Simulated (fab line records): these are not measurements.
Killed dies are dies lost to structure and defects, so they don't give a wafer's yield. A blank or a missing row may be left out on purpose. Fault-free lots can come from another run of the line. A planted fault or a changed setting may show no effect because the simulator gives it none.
Which tool was responsible?    flow gf180mcu    11 lots with 33 wafers sampled at 6 steps, on a route of 602 steps

## WHAT THE GAUGES SHOWED, per wafer
GF_HV_LDD_CD_MEAS_07 targets a cd of 400 nm.
lot   measured      on        cdNm (nm)
L764  day 10 05:15  cdSem-01  402.4 402.5 401.2
L765  day 10 07:18  cdSem-01  401.1 402.8 400.9
L766  day 10 21:35  cdSem-01  401.9 401.0 401.5
L767  day 11 16:15  cdSem-02  400.0 398.2 397.4
L770  day 12 03:48  cdSem-01  400.0 397.3 400.0
L773  day 13 13:05  cdSem-02  399.4 399.4 399.4
L775  day 14 03:00  cdSem-02  403.4 404.2 404.1
L778  day 14 22:18  cdSem-02  400.0 397.0 399.4
L783  day 16 01:39  cdSem-02  400.0 398.2 400.7
L784  day 16 03:58  cdSem-01  404.6 401.1 401.4
L786  day 16 18:00  cdSem-02  404.6 404.1 402.2

GF_HV_LDD_TW_MEAS_38.
lot   measured      on            HV_LDD_3_TW
L764  day 11 18:11  filmMetro-02  1425 1419 1420
L765  day 11 20:53  filmMetro-01  1442 1434 1433
L766  day 12 10:34  filmMetro-02  1423 1424 1415
L767  day 13 06:40  filmMetro-03  1436 1439 1435
L770  day 13 17:43  filmMetro-01  1428 1432 1437
L773  day 15 08:10  filmMetro-02  1426 1430 1422
L775  day 15 22:49  filmMetro-01  1334 1328 1324 1332 1326 1327
L778  day 16 19:19  filmMetro-01  1325 1325 1323 1332 1327 1339
L783  day 18 00:01  filmMetro-01  1447 1448 1446
L784  day 18 02:34  filmMetro-02  1422 1420 1420
L786  day 18 18:10  filmMetro-02  1416 1422 1421

GF_HV_LDD_RS_MEAS_53: measures by four-point-probe.
lot   measured      on            HV_LDD_RS (ohm/sq)
L764  day 12 12:53  filmMetro-03  418.7 419.5 419.8
L765  day 12 15:44  filmMetro-01  418.7 419.4 418.1
L766  day 13 06:10  filmMetro-01  418.2 418.1 418.1
L767  day 14 03:17  filmMetro-02  416.5 417.6 416.4
L770  day 14 14:26  filmMetro-02  417.7 417.5 418.0
L773  day 16 06:25  filmMetro-01  418.1 417.0 416.5
L775  day 16 20:35  filmMetro-01  435.6 436.7 436.7 435.1 436.8 437.3
L778  day 17 18:47  filmMetro-01  434.2 435.1 435.6 434.4 434.8 435.5
L783  day 19 00:47  filmMetro-02  416.4 416.5 416.4
L784  day 19 03:29  filmMetro-01  417.5 417.3 419.0
L786  day 19 19:26  filmMetro-02  416.7 417.3 418.1

GF_HV_LDD_THK_MEAS_57.
lot   measured      on            HV_LDD_CVD_56_THK (nm)
L764  day 12 15:29  filmMetro-03  90.6 90.5 90.3
L765  day 12 18:20  filmMetro-02  90.8 89.8 90.3
L766  day 13 09:29  filmMetro-03  89.6 89.0 89.8
L767  day 14 05:55  filmMetro-03  89.3 90.1 89.7
L770  day 14 18:31  filmMetro-03  91.1 90.5 89.7
L773  day 16 10:00  filmMetro-03  89.2 89.5 88.8
L775  day 17 07:46  filmMetro-01  88.3 88.4 88.3
L778  day 17 23:29  filmMetro-03  91.0 90.1 90.0
L783  day 19 03:25  filmMetro-02  89.1 89.5 89.2
L784  day 19 06:07  filmMetro-01  89.7 89.3 89.3
L786  day 19 22:04  filmMetro-01  90.9 90.2 89.8

## WHICH TOOL RAN EACH LOT (tool, then ch and the chambers of the sampled wafers, then the start)
lot   GF_VT_IMPLANT_STRIP_42               GF_HV_LDD_IMPLANT_35
L764  plasmaAsher-03 ch 0,1, day 7 18:10   implanter-01 ch 0, day 11 17:49
L765  plasmaAsher-04 ch 0,1, day 7 21:22   implanter-01 ch 0, day 11 20:31
L766  plasmaAsher-01 ch 0,1, day 8 08:59   implanter-02 ch 0, day 12 10:11
L767  plasmaAsher-04 ch 0,1, day 9 02:31   implanter-02 ch 0, day 13 06:16
L770  plasmaAsher-03 ch 0,1, day 9 13:17   implanter-02 ch 0, day 13 17:19
L773  plasmaAsher-04 ch 0,1, day 10 08:17  implanter-01 ch 0, day 15 07:47
L775  plasmaAsher-03 ch 0,1, day 10 21:26  implanter-02 ch 0, day 15 22:25
L778  plasmaAsher-04 ch 0,1, day 11 15:38  implanter-02 ch 0, day 16 18:55
L783  plasmaAsher-03 ch 0,1, day 13 00:32  implanter-01 ch 0, day 17 23:37
L784  plasmaAsher-03 ch 0,1, day 13 04:55  implanter-01 ch 0, day 18 02:10
L786  plasmaAsher-03 ch 0,1, day 13 17:20  implanter-03 ch 0, day 18 17:46
- GF_VT_IMPLANT_STRIP_42: strips in O2/N2.
- GF_HV_LDD_IMPLANT_35

## WHAT THE TOOLS THEMSELVES READ (means of the sampled wafers that have a number; where no wafer has one, the mark that the record gives instead)
GF_VT_IMPLANT_STRIP_42.
lot   tool            drypumpMotorCurrentA (A)  heaterPowerW (W)  o2FlowSccm (sccm)  oesProductAu (a.u.)  stripTimeToEndpointS (s)
L764  plasmaAsher-03  5.63                      371               2994               0.716                12.59
L765  plasmaAsher-04  5.51                      412               2995               0.718                12.63
L766  plasmaAsher-01  5.27                      330               3001               0.713                12.64
L767  plasmaAsher-04  5.48                      409               2999               0.718                12.64
L770  plasmaAsher-03  5.68                      368               2998               0.716                12.63
L773  plasmaAsher-04  5.49                      386               3005               0.716                12.68
L775  plasmaAsher-03  5.64                      371               2995               0.722                12.67
L778  plasmaAsher-04  5.51                      406               3006               0.715                12.57
L783  plasmaAsher-03  5.69                      361               2995               0.715                12.65
L784  plasmaAsher-03  5.68                      363               3008               0.714                12.60
L786  plasmaAsher-03  5.70                      364               3002               0.715                12.60

GF_HV_LDD_IMPLANT_35.
lot   tool          doseIonsCm2  endStationPressureTorr (Torr)  faradayCurrentUA
L764  implanter-01  7.500e+12    4.92e-06                       42.1
L765  implanter-01  7.494e+12    4.92e-06                       42.3
L766  implanter-02  7.505e+12    5.04e-06                       42.5
L767  implanter-02  7.494e+12    5.27e-06                       41.6
L770  implanter-02  7.492e+12    5.06e-06                       41.6
L773  implanter-01  7.501e+12    5.15e-06                       42.0
L775  implanter-02  1.445e+12    5.11e-06                       8.1
L778  implanter-02  1.443e+12    4.79e-06                       8.3
L783  implanter-01  7.501e+12    4.90e-06                       42.0
L784  implanter-01  7.502e+12    5.16e-06                       41.7
L786  implanter-03  7.496e+12    5.06e-06                       42.3

## THE ANSWER, worked out from the rows above alone
Rule: the lots themselves supply what counts as usual. The widest of any qualifying gaps counts: lots, ordered by their means at a reading, are off when they make up no more than a third of the lots, leave a main group of 4 or more, and stand apart from it by 3 or more times the standard deviation of that group's means. Not used: any main group whose means are identical at the precision the tables above print for the reading. A lot without any number at a reading at which 4 lots or more have one is off too. All remaining lots with rows at the step are treated as sound. The gauges are gone through in route order, then the tools' own readings, and for those a lot's mean is taken as printed above. The first step at which some lot is off is used, and at that step the reading that is off furthest; a lot without a number counts as furthest.
Off: L775, L778, seen at GF_HV_LDD_TW_MEAS_38 (HV_LDD_3_TW). For the main group the mean is 1429 and the standard deviation 9.1.
If a tool, at a process step before that reading, ran all the lots that are off and no sound lot after the first of them, it fits. The gauges at GF_HV_LDD_TW_MEAS_38 aren't tried: what is off there is off at GF_HV_LDD_IMPLANT_35 too, on other tools, and a gauge's error can't cause that. One fits: GF_HV_LDD_IMPLANT_35 on implanter-02. Its last sound lot is L770 (day 13 17:19), its first lot that is off L775 (day 15 22:25): a fault that began between those two fits.
The tool's own readings at GF_HV_LDD_IMPLANT_35 bear it out: on the lots that are off they differ by more than 5 times the standard deviation of the sound lots' means. doseIonsCm2 reads 1.444e+12 there against 7.498e+12 on the sound lots; faradayCurrentUA reads 8.2 there against 42.0 on the sound lots.

## WHAT THE SIMULATOR HAD INSERTED
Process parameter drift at GF_HV_LDD_IMPLANT_35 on implanter-02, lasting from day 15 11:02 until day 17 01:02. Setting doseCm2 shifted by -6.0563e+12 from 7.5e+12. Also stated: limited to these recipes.
Struck lots among those shown: L775, L778. The same result came from the rule above.
